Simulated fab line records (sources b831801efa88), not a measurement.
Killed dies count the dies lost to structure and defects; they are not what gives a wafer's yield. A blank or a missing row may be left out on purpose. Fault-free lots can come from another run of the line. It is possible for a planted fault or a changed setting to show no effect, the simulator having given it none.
Which tool was responsible? || flow gf180mcu || 24 lots, 72 wafers sampled, at 6 steps of a route of 602

## WHAT EACH GAUGE READ, for each wafer
GF_M3_CD_MEAS_14: the cd target is 280 nm.
{"lot": "L074", "measured": "day 20 23:54", "on": "cd-sem-01", "cd-nm (nm)": "279.2 279.5 280.6"}
{"lot": "L075", "measured": "day 21 13:48", "on": "cd-sem-01", "cd-nm (nm)": "277.4 277.5 278.3"}
{"lot": "L076", "measured": "day 22 05:50", "on": "cd-sem-01", "cd-nm (nm)": "278.6 278.8 278.3"}
{"lot": "L077", "measured": "day 22 07:12", "on": "cd-sem-02", "cd-nm (nm)": "280.1 280.4 279.0"}
{"lot": "L078", "measured": "day 22 20:56", "on": "cd-sem-01", "cd-nm (nm)": "280.3 277.9 279.3"}
{"lot": "L079", "measured": "day 23 06:01", "on": "cd-sem-02", "cd-nm (nm)": "280.9 281.4 281.2"}
{"lot": "L080", "measured": "day 23 17:29", "on": "cd-sem-02", "cd-nm (nm)": "279.2 281.1 281.8"}
{"lot": "L081", "measured": "day 23 20:24", "on": "cd-sem-01", "cd-nm (nm)": "277.8 277.7 278.4"}
{"lot": "L082", "measured": "day 24 04:04", "on": "cd-sem-01", "cd-nm (nm)": "278.4 277.9 277.6"}
{"lot": "L083", "measured": "day 24 13:55", "on": "cd-sem-01", "cd-nm (nm)": "278.8 279.4 279.7"}
{"lot": "L084", "measured": "day 25 00:08", "on": "cd-sem-01", "cd-nm (nm)": "279.6 281.1 279.4"}
{"lot": "L085", "measured": "day 25 07:28", "on": "cd-sem-01", "cd-nm (nm)": "279.9 281.3 280.2"}
{"lot": "L086", "measured": "day 25 17:16", "on": "cd-sem-01", "cd-nm (nm)": "278.9 279.3 279.3"}
{"lot": "L087", "measured": "day 25 23:00", "on": "cd-sem-01", "cd-nm (nm)": "279.9 279.5 279.6"}
{"lot": "L088", "measured": "day 26 05:24", "on": "cd-sem-01", "cd-nm (nm)": "280.5 279.9 280.8"}
{"lot": "L089", "measured": "day 26 20:37", "on": "cd-sem-01", "cd-nm (nm)": "279.2 278.5 279.3"}
{"lot": "L090", "measured": "day 27 01:17", "on": "cd-sem-01", "cd-nm (nm)": "279.4 279.2 279.4"}
{"lot": "L091", "measured": "day 27 10:22", "on": "cd-sem-01", "cd-nm (nm)": "280.7 279.0 280.0"}
{"lot": "L092", "measured": "day 27 11:20", "on": "cd-sem-01", "cd-nm (nm)": "280.6 280.5 280.9"}
{"lot": "L093", "measured": "day 28 11:43", "on": "cd-sem-01", "cd-nm (nm)": "278.9 279.3 278.8"}
{"lot": "L094", "measured": "day 28 15:32", "on": "cd-sem-01", "cd-nm (nm)": "278.5 279.8 279.1"}
{"lot": "L095", "measured": "day 28 18:19", "on": "cd-sem-01", "cd-nm (nm)": "280.4 280.8 278.7"}
{"lot": "L096", "measured": "day 28 23:29", "on": "cd-sem-01", "cd-nm (nm)": "279.0 279.6 278.5"}
{"lot": "L097", "measured": "day 29 03:33", "on": "cd-sem-01", "cd-nm (nm)": "280.0 279.5 280.2"}

GF_V3_OVL_MEAS_15.
{"lot": "L074", "measured": "day 22 00:41", "on": "overlay-02", "V3_OVL (nm)": "-10 -5 -4"}
{"lot": "L075", "measured": "day 22 15:02", "on": "overlay-01", "V3_OVL (nm)": "-3 -3 1"}
{"lot": "L076", "measured": "day 23 06:01", "on": "overlay-02", "V3_OVL (nm)": "-7 -2 -1"}
{"lot": "L077", "measured": "day 23 07:37", "on": "overlay-01", "V3_OVL (nm)": "7 5 -2"}
{"lot": "L078", "measured": "day 23 21:16", "on": "overlay-01", "V3_OVL (nm)": "-1 -8 -4"}
{"lot": "L079", "measured": "day 24 05:53", "on": "overlay-02", "V3_OVL (nm)": "-13 -6 -8"}
{"lot": "L080", "measured": "day 24 16:58", "on": "overlay-02", "V3_OVL (nm)": "-1 0 1"}
{"lot": "L081", "measured": "day 24 20:02", "on": "overlay-01", "V3_OVL (nm)": "-3 -6 -1"}
{"lot": "L082", "measured": "day 25 03:26", "on": "overlay-01", "V3_OVL (nm)": "-9 3 -4"}
{"lot": "L083", "measured": "day 25 12:46", "on": "overlay-02", "V3_OVL (nm)": "12 7 8"}
{"lot": "L084", "measured": "day 25 23:13", "on": "overlay-01", "V3_OVL (nm)": "-6 -2 -2"}
{"lot": "L085", "measured": "day 26 06:12", "on": "overlay-02", "V3_OVL (nm)": "-3 -1 -6"}
{"lot": "L086", "measured": "day 26 15:40", "on": "overlay-02", "V3_OVL (nm)": "4 -3 -7"}
{"lot": "L087", "measured": "day 26 21:11", "on": "overlay-02", "V3_OVL (nm)": "3 -4 2"}
{"lot": "L088", "measured": "day 27 03:38", "on": "overlay-02", "V3_OVL (nm)": "-3 -5 0"}
{"lot": "L089", "measured": "day 28 11:56", "on": "overlay-01", "V3_OVL (nm)": "1 14 0"}
{"lot": "L090", "measured": "day 28 14:07", "on": "overlay-01", "V3_OVL (nm)": "3 -1 4"}
{"lot": "L091", "measured": "day 28 16:08", "on": "overlay-02", "V3_OVL (nm)": "-2 -1 3"}
{"lot": "L092", "measured": "day 28 16:30", "on": "overlay-01", "V3_OVL (nm)": "-4 4 10"}
{"lot": "L093", "measured": "day 28 22:08", "on": "overlay-01", "V3_OVL (nm)": "-4 -3 -1"}
{"lot": "L094", "measured": "day 29 04:16", "on": "overlay-01", "V3_OVL (nm)": "-7 -6 -6"}
{"lot": "L095", "measured": "day 29 09:16", "on": "overlay-01", "V3_OVL (nm)": "-6 -7 -8"}
{"lot": "L096", "measured": "day 29 18:15", "on": "overlay-02", "V3_OVL (nm)": "6 3 3"}
{"lot": "L097", "measured": "day 29 23:46", "on": "overlay-02", "V3_OVL (nm)": "-3 -2 6"}

GF_V5_BOW_MEAS_05.
{"lot": "L074", "measured": "day 26 00:42", "on": "film-metro-03", "V5_BOW (um)": "127 130 130"}
{"lot": "L075", "measured": "day 26 13:11", "on": "film-metro-02", "V5_BOW (um)": "139 124 135"}
{"lot": "L076", "measured": "day 27 03:02", "on": "film-metro-04", "V5_BOW (um)": "135 131 124"}
{"lot": "L077", "measured": "day 27 04:34", "on": "film-metro-03", "V5_BOW (um)": "150 157 137"}
{"lot": "L078", "measured": "day 28 12:47", "on": "film-metro-02", "V5_BOW (um)": "141 130 130"}
{"lot": "L079", "measured": "day 28 16:08", "on": "film-metro-02", "V5_BOW (um)": "145 154 153"}
{"lot": "L080", "measured": "day 28 18:52", "on": "film-metro-02", "V5_BOW (um)": "143 141 137"}
{"lot": "L081", "measured": "day 28 20:53", "on": "film-metro-03", "V5_BOW (um)": "131 135 139"}
{"lot": "L082", "measured": "day 28 21:04", "on": "film-metro-04", "V5_BOW (um)": "126 117 129"}
{"lot": "L083", "measured": "day 28 21:21", "on": "film-metro-04", "V5_BOW (um)": "134 135 134"}
{"lot": "L084", "measured": "day 29 13:37", "on": "film-metro-03", "V5_BOW (um)": "150 136 134"}
{"lot": "L085", "measured": "day 30 00:54", "on": "film-metro-04", "V5_BOW (um)": "130 135 134"}
{"lot": "L086", "measured": "day 30 08:23", "on": "film-metro-02", "V5_BOW (um)": "129 120 124"}
{"lot": "L087", "measured": "day 30 15:23", "on": "film-metro-04", "V5_BOW (um)": "123 131 143"}
{"lot": "L088", "measured": "day 30 20:14", "on": "film-metro-02", "V5_BOW (um)": "116 116 127"}
{"lot": "L089", "measured": "day 31 10:02", "on": "film-metro-04", "V5_BOW (um)": "150 151 142"}
{"lot": "L090", "measured": "day 31 12:29", "on": "film-metro-04", "V5_BOW (um)": "130 144 131"}
{"lot": "L091", "measured": "day 31 18:03", "on": "film-metro-02", "V5_BOW (um)": "155 143 144"}
{"lot": "L092", "measured": "day 31 18:00", "on": "film-metro-04", "V5_BOW (um)": "134 123 127"}
{"lot": "L093", "measured": "day 32 03:17", "on": "film-metro-03", "V5_BOW (um)": "120 128 128"}
{"lot": "L094", "measured": "day 32 10:07", "on": "film-metro-04", "V5_BOW (um)": "125 133 125"}
{"lot": "L095", "measured": "day 32 13:26", "on": "film-metro-04", "V5_BOW (um)": "127 130 128"}
{"lot": "L096", "measured": "day 32 21:27", "on": "film-metro-03", "V5_BOW (um)": "138 142 126"}
{"lot": "L097", "measured": "day 33 04:07", "on": "film-metro-03", "V5_BOW (um)": "131 131 133"}

## EACH LOT AND THE TOOL THAT RAN IT (in order: tool; ch and the chambers of the sampled wafers; start)
{"lot": "L074", "GF_V2_STRIP_18": "plasma-asher-02 ch 0,1, day 19 23:01", "GF_M3_SPUTTER_03": "pvd-sputter-03, day 20 00:24", "GF_V3_ETCH_17": "rie-diel-03 ch 0,1,3, day 26 00:42 or earlier"}
{"lot": "L075", "GF_V2_STRIP_18": "plasma-asher-03 ch 0,1, day 20 12:40", "GF_M3_SPUTTER_03": "pvd-sputter-02, day 20 14:01", "GF_V3_ETCH_17": "rie-diel-01 ch 0,2,3, day 26 13:11 or earlier"}
{"lot": "L076", "GF_V2_STRIP_18": "plasma-asher-02 ch 0,1, day 21 04:20", "GF_M3_SPUTTER_03": "pvd-sputter-04, day 21 05:43", "GF_V3_ETCH_17": "rie-diel-01 ch 0,2,3, day 27 03:02 or earlier"}
{"lot": "L077", "GF_V2_STRIP_18": "plasma-asher-01 ch 0,1, day 21 06:04", "GF_M3_SPUTTER_03": "pvd-sputter-04, day 21 07:28", "GF_V3_ETCH_17": "rie-diel-03 ch 2,3, day 27 04:34 or earlier"}
{"lot": "L078", "GF_V2_STRIP_18": "plasma-asher-01 ch 0,1, day 21 20:34", "GF_M3_SPUTTER_03": "pvd-sputter-04, day 21 22:01", "GF_V3_ETCH_17": "rie-diel-02 ch 0,1,3, day 28 12:47 or earlier"}
{"lot": "L079", "GF_V2_STRIP_18": "plasma-asher-01 ch 0,1, day 22 04:55", "GF_M3_SPUTTER_03": "pvd-sputter-04, day 22 06:19", "GF_V3_ETCH_17": "rie-diel-03 ch 1,2,3, day 28 16:08 or earlier"}
{"lot": "L080", "GF_V2_STRIP_18": "plasma-asher-01 ch 0,1, day 22 16:25", "GF_M3_SPUTTER_03": "pvd-sputter-04, day 22 18:04", "GF_V3_ETCH_17": "rie-diel-03 ch 0,1,3, day 28 18:52 or earlier"}
{"lot": "L081", "GF_V2_STRIP_18": "plasma-asher-02 ch 0,1, day 22 21:10", "GF_M3_SPUTTER_03": "pvd-sputter-02, day 22 22:35", "GF_V3_ETCH_17": "rie-diel-03 ch 1,3, day 28 20:53 or earlier"}
{"lot": "L082", "GF_V2_STRIP_18": "plasma-asher-01 ch 0,1, day 23 03:38", "GF_M3_SPUTTER_03": "pvd-sputter-02, day 23 05:01", "GF_V3_ETCH_17": "rie-diel-01 ch 1,2,3, day 28 21:04 or earlier"}
{"lot": "L083", "GF_V2_STRIP_18": "plasma-asher-01 ch 0,1, day 23 14:34", "GF_M3_SPUTTER_03": "pvd-sputter-03, day 23 15:58", "GF_V3_ETCH_17": "rie-diel-01 ch 2,3, day 28 21:21 or earlier"}
{"lot": "L084", "GF_V2_STRIP_18": "plasma-asher-02 ch 0,1, day 24 00:53", "GF_M3_SPUTTER_03": "pvd-sputter-04, day 24 02:16", "GF_V3_ETCH_17": "rie-diel-01 ch 0,2,3, day 29 13:37 or earlier"}
{"lot": "L085", "GF_V2_STRIP_18": "plasma-asher-01 ch 0,1, day 24 08:28", "GF_M3_SPUTTER_03": "pvd-sputter-04, day 24 09:51", "GF_V3_ETCH_17": "rie-diel-03 ch 2,3, day 30 00:54 or earlier"}
{"lot": "L086", "GF_V2_STRIP_18": "plasma-asher-02 ch 0,1, day 24 18:08", "GF_M3_SPUTTER_03": "pvd-sputter-04, day 24 19:31", "GF_V3_ETCH_17": "rie-diel-01 ch 0,3, day 30 08:23 or earlier"}
{"lot": "L087", "GF_V2_STRIP_18": "plasma-asher-01 ch 0,1, day 24 22:50", "GF_M3_SPUTTER_03": "pvd-sputter-02, day 25 01:22", "GF_V3_ETCH_17": "rie-diel-03 ch 2,3, day 30 15:23 or earlier"}
{"lot": "L088", "GF_V2_STRIP_18": "plasma-asher-02 ch 0,1, day 25 06:36", "GF_M3_SPUTTER_03": "pvd-sputter-03, day 25 07:58", "GF_V3_ETCH_17": "rie-diel-02 ch 1,2, day 30 20:14 or earlier"}
{"lot": "L089", "GF_V2_STRIP_18": "plasma-asher-03 ch 0,1, day 25 22:14", "GF_M3_SPUTTER_03": "pvd-sputter-03, day 25 23:41", "GF_V3_ETCH_17": "rie-diel-02 ch 0,1,2, day 31 10:02 or earlier"}
{"lot": "L090", "GF_V2_STRIP_18": "plasma-asher-01 ch 0,1, day 26 02:49", "GF_M3_SPUTTER_03": "pvd-sputter-03, day 26 04:13", "GF_V3_ETCH_17": "rie-diel-03 ch 0,2, day 31 12:29 or earlier"}
{"lot": "L091", "GF_V2_STRIP_18": "plasma-asher-02 ch 0,1, day 26 07:52", "GF_M3_SPUTTER_03": "pvd-sputter-03, day 26 09:16", "GF_V3_ETCH_17": "rie-diel-01 ch 1,2,3, day 31 18:03 or earlier"}
{"lot": "L092", "GF_V2_STRIP_18": "plasma-asher-02 ch 0,1, day 26 10:11", "GF_M3_SPUTTER_03": "pvd-sputter-02, day 26 11:36", "GF_V3_ETCH_17": "rie-diel-03 ch 1,3, day 31 18:00 or earlier"}
{"lot": "L093", "GF_V2_STRIP_18": "plasma-asher-02 ch 0,1, day 26 20:11", "GF_M3_SPUTTER_03": "pvd-sputter-02, day 26 21:37", "GF_V3_ETCH_17": "rie-diel-03 ch 0,1, day 32 03:17 or earlier"}
{"lot": "L094", "GF_V2_STRIP_18": "plasma-asher-02 ch 0,1, day 27 10:17", "GF_M3_SPUTTER_03": "pvd-sputter-03, day 27 11:41", "GF_V3_ETCH_17": "rie-diel-02 ch 0,1,3, day 32 10:07 or earlier"}
{"lot": "L095", "GF_V2_STRIP_18": "plasma-asher-03 ch 0,1, day 27 12:20", "GF_M3_SPUTTER_03": "pvd-sputter-04, day 27 13:46", "GF_V3_ETCH_17": "rie-diel-03 ch 0,2,3, day 32 13:26 or earlier"}
{"lot": "L096", "GF_V2_STRIP_18": "plasma-asher-02 ch 0,1, day 28 12:14", "GF_M3_SPUTTER_03": "pvd-sputter-04, day 28 13:53", "GF_V3_ETCH_17": "rie-diel-01 ch 1,2,3, day 32 21:27 or earlier"}
{"lot": "L097", "GF_V2_STRIP_18": "plasma-asher-02 ch 0,1, day 28 14:59", "GF_M3_SPUTTER_03": "pvd-sputter-04, day 28 16:35", "GF_V3_ETCH_17": "rie-diel-03 ch 0,1,3, day 33 04:07 or earlier"}
- GF_V2_STRIP_18: strips in O2/N2.
- GF_M3_SPUTTER_03: material Ti, target thk 10 nm, time 6.7 s.
- GF_V3_ETCH_17: etches SiO2 in C4F8/O2/Ar, stops on TiN, target depth 635 nm.

## WHAT THE TOOLS THEMSELVES READ (means of the sampled wafers that have a number; where no wafer has one, the mark that the record gives instead)
GF_V2_STRIP_18.
{"lot": "L074", "tool": "plasma-asher-02", "drypump-motor-current-A (A)": 5.8, "heater-power-w (W)": 351, "o2-flow-sccm (sccm)": 2999, "oes-product-au (a.u.)": 0.585, "platen-temp-c (C)": 250.05}
{"lot": "L075", "tool": "plasma-asher-03", "drypump-motor-current-A (A)": 5.7, "heater-power-w (W)": 299, "o2-flow-sccm (sccm)": 3000, "oes-product-au (a.u.)": 0.588, "platen-temp-c (C)": 249.98}
{"lot": "L076", "tool": "plasma-asher-02", "drypump-motor-current-A (A)": 5.9, "heater-power-w (W)": 356, "o2-flow-sccm (sccm)": 2999, "oes-product-au (a.u.)": 0.581, "platen-temp-c (C)": 249.80}
{"lot": "L077", "tool": "plasma-asher-01", "drypump-motor-current-A (A)": 6.2, "heater-power-w (W)": 328, "o2-flow-sccm (sccm)": 2992, "oes-product-au (a.u.)": 0.585, "platen-temp-c (C)": 249.67}
{"lot": "L078", "tool": "plasma-asher-01", "drypump-motor-current-A (A)": 5.9, "heater-power-w (W)": 342, "o2-flow-sccm (sccm)": 2993, "oes-product-au (a.u.)": 0.582, "platen-temp-c (C)": 250.05}
{"lot": "L079", "tool": "plasma-asher-01", "drypump-motor-current-A (A)": 5.8, "heater-power-w (W)": 344, "o2-flow-sccm (sccm)": 2996, "oes-product-au (a.u.)": 0.581, "platen-temp-c (C)": 249.97}
{"lot": "L080", "tool": "plasma-asher-01", "drypump-motor-current-A (A)": 6.2, "heater-power-w (W)": 327, "o2-flow-sccm (sccm)": 2991, "oes-product-au (a.u.)": 0.585, "platen-temp-c (C)": 250.14}
{"lot": "L081", "tool": "plasma-asher-02", "drypump-motor-current-A (A)": 5.8, "heater-power-w (W)": 348, "o2-flow-sccm (sccm)": 3001, "oes-product-au (a.u.)": 0.583, "platen-temp-c (C)": 249.84}
{"lot": "L082", "tool": "plasma-asher-01", "drypump-motor-current-A (A)": 6.2, "heater-power-w (W)": 330, "o2-flow-sccm (sccm)": 3007, "oes-product-au (a.u.)": 0.590, "platen-temp-c (C)": 249.87}
{"lot": "L083", "tool": "plasma-asher-01", "drypump-motor-current-A (A)": 5.8, "heater-power-w (W)": 345, "o2-flow-sccm (sccm)": 2997, "oes-product-au (a.u.)": 0.583, "platen-temp-c (C)": 249.88}
{"lot": "L084", "tool": "plasma-asher-02", "drypump-motor-current-A (A)": 6.0, "heater-power-w (W)": 351, "o2-flow-sccm (sccm)": 2989, "oes-product-au (a.u.)": 0.586, "platen-temp-c (C)": 249.96}
{"lot": "L085", "tool": "plasma-asher-01", "drypump-motor-current-A (A)": 5.8, "heater-power-w (W)": 346, "o2-flow-sccm (sccm)": 2984, "oes-product-au (a.u.)": 0.590, "platen-temp-c (C)": 249.93}
{"lot": "L086", "tool": "plasma-asher-02", "drypump-motor-current-A (A)": 5.9, "heater-power-w (W)": 358, "o2-flow-sccm (sccm)": 3003, "oes-product-au (a.u.)": 0.584, "platen-temp-c (C)": 250.25}
{"lot": "L087", "tool": "plasma-asher-01", "drypump-motor-current-A (A)": 6.2, "heater-power-w (W)": 323, "o2-flow-sccm (sccm)": 2994, "oes-product-au (a.u.)": 0.588, "platen-temp-c (C)": 250.01}
{"lot": "L088", "tool": "plasma-asher-02", "drypump-motor-current-A (A)": 5.8, "heater-power-w (W)": 345, "o2-flow-sccm (sccm)": 2998, "oes-product-au (a.u.)": 0.587, "platen-temp-c (C)": 250.08}
{"lot": "L089", "tool": "plasma-asher-03", "drypump-motor-current-A (A)": 5.7, "heater-power-w (W)": 300, "o2-flow-sccm (sccm)": 2997, "oes-product-au (a.u.)": 0.585, "platen-temp-c (C)": 249.84}
{"lot": "L090", "tool": "plasma-asher-01", "drypump-motor-current-A (A)": 6.2, "heater-power-w (W)": 329, "o2-flow-sccm (sccm)": 3009, "oes-product-au (a.u.)": 0.585, "platen-temp-c (C)": 250.04}
{"lot": "L091", "tool": "plasma-asher-02", "drypump-motor-current-A (A)": 5.9, "heater-power-w (W)": 356, "o2-flow-sccm (sccm)": 3005, "oes-product-au (a.u.)": 0.583, "platen-temp-c (C)": 250.26}
{"lot": "L092", "tool": "plasma-asher-02", "drypump-motor-current-A (A)": 5.8, "heater-power-w (W)": 344, "o2-flow-sccm (sccm)": 2998, "oes-product-au (a.u.)": 0.587, "platen-temp-c (C)": 249.83}
{"lot": "L093", "tool": "plasma-asher-02", "drypump-motor-current-A (A)": 5.9, "heater-power-w (W)": 347, "o2-flow-sccm (sccm)": 2996, "oes-product-au (a.u.)": 0.592, "platen-temp-c (C)": 250.03}
{"lot": "L094", "tool": "plasma-asher-02", "drypump-motor-current-A (A)": 5.8, "heater-power-w (W)": 353, "o2-flow-sccm (sccm)": 3002, "oes-product-au (a.u.)": 0.582, "platen-temp-c (C)": 250.07}
{"lot": "L095", "tool": "plasma-asher-03", "drypump-motor-current-A (A)": 5.7, "heater-power-w (W)": 298, "o2-flow-sccm (sccm)": 3008, "oes-product-au (a.u.)": 0.588, "platen-temp-c (C)": 250.00}
{"lot": "L096", "tool": "plasma-asher-02", "drypump-motor-current-A (A)": 5.9, "heater-power-w (W)": 350, "o2-flow-sccm (sccm)": 2999, "oes-product-au (a.u.)": 0.583, "platen-temp-c (C)": 250.01}
{"lot": "L097", "tool": "plasma-asher-02", "drypump-motor-current-A (A)": 5.8, "heater-power-w (W)": 352, "o2-flow-sccm (sccm)": 3006, "oes-product-au (a.u.)": 0.579, "platen-temp-c (C)": 249.97}

GF_M3_SPUTTER_03.
{"lot": "L074", "tool": "pvd-sputter-03", "cathode-dc-power-W (W)": 3000.0, "throttle-valve-pct (%)": 30.8}
{"lot": "L075", "tool": "pvd-sputter-02", "cathode-dc-power-W (W)": 3000.5, "throttle-valve-pct (%)": 30.4}
{"lot": "L076", "tool": "pvd-sputter-04", "cathode-dc-power-W (W)": 3000.0, "throttle-valve-pct (%)": 30.4}
{"lot": "L077", "tool": "pvd-sputter-04", "cathode-dc-power-W (W)": 3000.4, "throttle-valve-pct (%)": 30.8}
{"lot": "L078", "tool": "pvd-sputter-04", "cathode-dc-power-W (W)": 3000.2, "throttle-valve-pct (%)": 29.7}
{"lot": "L079", "tool": "pvd-sputter-04", "cathode-dc-power-W (W)": 3000.1, "throttle-valve-pct (%)": 30.3}
{"lot": "L080", "tool": "pvd-sputter-04", "cathode-dc-power-W (W)": 3000.6, "throttle-valve-pct (%)": 30.3}
{"lot": "L081", "tool": "pvd-sputter-02", "cathode-dc-power-W (W)": 2999.7, "throttle-valve-pct (%)": 31.5}
{"lot": "L082", "tool": "pvd-sputter-02", "cathode-dc-power-W (W)": 2999.6, "throttle-valve-pct (%)": 30.8}
{"lot": "L083", "tool": "pvd-sputter-03", "cathode-dc-power-W (W)": 2999.5, "throttle-valve-pct (%)": 30.7}
{"lot": "L084", "tool": "pvd-sputter-04", "cathode-dc-power-W (W)": 2999.9, "throttle-valve-pct (%)": 30.2}
{"lot": "L085", "tool": "pvd-sputter-04", "cathode-dc-power-W (W)": 2999.7, "throttle-valve-pct (%)": 29.8}
{"lot": "L086", "tool": "pvd-sputter-04", "cathode-dc-power-W (W)": 3000.1, "throttle-valve-pct (%)": 29.9}
{"lot": "L087", "tool": "pvd-sputter-02", "cathode-dc-power-W (W)": 3000.1, "throttle-valve-pct (%)": 30.0}
{"lot": "L088", "tool": "pvd-sputter-03", "cathode-dc-power-W (W)": 3000.2, "throttle-valve-pct (%)": 30.4}
{"lot": "L089", "tool": "pvd-sputter-03", "cathode-dc-power-W (W)": 3000.1, "throttle-valve-pct (%)": 31.1}
{"lot": "L090", "tool": "pvd-sputter-03", "cathode-dc-power-W (W)": 2999.6, "throttle-valve-pct (%)": 30.8}
{"lot": "L091", "tool": "pvd-sputter-03", "cathode-dc-power-W (W)": 3000.5, "throttle-valve-pct (%)": 30.4}
{"lot": "L092", "tool": "pvd-sputter-02", "cathode-dc-power-W (W)": 3000.4, "throttle-valve-pct (%)": 30.9}
{"lot": "L093", "tool": "pvd-sputter-02", "cathode-dc-power-W (W)": 2999.8, "throttle-valve-pct (%)": 30.5}
{"lot": "L094", "tool": "pvd-sputter-03", "cathode-dc-power-W (W)": 3000.1, "throttle-valve-pct (%)": 30.8}
{"lot": "L095", "tool": "pvd-sputter-04", "cathode-dc-power-W (W)": 3000.1, "throttle-valve-pct (%)": 30.3}
{"lot": "L096", "tool": "pvd-sputter-04", "cathode-dc-power-W (W)": 3000.7, "throttle-valve-pct (%)": 29.8}
{"lot": "L097", "tool": "pvd-sputter-04", "cathode-dc-power-W (W)": 2999.6, "throttle-valve-pct (%)": 29.7}

GF_V3_ETCH_17.
{"lot": "L074", "tool": "rie-diel-03", "oes-product-au (a.u.)": 0.855}
{"lot": "L075", "tool": "rie-diel-01", "oes-product-au (a.u.)": 0.850}
{"lot": "L076", "tool": "rie-diel-01", "oes-product-au (a.u.)": 0.852}
{"lot": "L077", "tool": "rie-diel-03", "oes-product-au (a.u.)": 0.855}
{"lot": "L078", "tool": "rie-diel-02", "oes-product-au (a.u.)": 0.852}
{"lot": "L079", "tool": "rie-diel-03", "oes-product-au (a.u.)": 0.850}
{"lot": "L080", "tool": "rie-diel-03", "oes-product-au (a.u.)": 0.855}
{"lot": "L081", "tool": "rie-diel-03", "oes-product-au (a.u.)": 0.858}
{"lot": "L082", "tool": "rie-diel-01", "oes-product-au (a.u.)": 0.853}
{"lot": "L083", "tool": "rie-diel-01", "oes-product-au (a.u.)": 0.856}
{"lot": "L084", "tool": "rie-diel-01", "oes-product-au (a.u.)": 0.854}
{"lot": "L085", "tool": "rie-diel-03", "oes-product-au (a.u.)": 0.861}
{"lot": "L086", "tool": "rie-diel-01", "oes-product-au (a.u.)": 0.857}
{"lot": "L087", "tool": "rie-diel-03", "oes-product-au (a.u.)": 0.852}
{"lot": "L088", "tool": "rie-diel-02", "oes-product-au (a.u.)": 0.852}
{"lot": "L089", "tool": "rie-diel-02", "oes-product-au (a.u.)": 0.854}
{"lot": "L090", "tool": "rie-diel-03", "oes-product-au (a.u.)": 0.855}
{"lot": "L091", "tool": "rie-diel-01", "oes-product-au (a.u.)": 0.855}
{"lot": "L092", "tool": "rie-diel-03", "oes-product-au (a.u.)": 0.852}
{"lot": "L093", "tool": "rie-diel-03", "oes-product-au (a.u.)": 0.853}
{"lot": "L094", "tool": "rie-diel-02", "oes-product-au (a.u.)": 0.852}
{"lot": "L095", "tool": "rie-diel-03", "oes-product-au (a.u.)": 0.858}
{"lot": "L096", "tool": "rie-diel-01", "oes-product-au (a.u.)": 0.858}
{"lot": "L097", "tool": "rie-diel-03", "oes-product-au (a.u.)": 0.860}

## THE ANSWER, worked out from the rows above alone
Rule: what is usual is taken from the lots themselves. The widest of any qualifying gaps counts: lots, ordered by their means at a reading, are off when they make up no more than a third of the lots, leave a main group of 4 or more, and stand apart from it by 3 or more times the standard deviation of that group's means. A main group is skipped when, at the precision printed for the reading in the tables above, its means are all equal. A lot without any number at a reading at which 4 lots or more have one is off too. The other lots that the step has rows for count as sound. After the gauges, taken in route order, come the tools' own readings; for these a lot's mean is taken, as printed above. The first step at which some lot is off is used, and at that step the reading that is off furthest; a lot without a number counts as furthest.
Across all readings shown, no lot is off: no conclusion can be drawn from this.

## WHAT THE SIMULATOR HAD INSERTED
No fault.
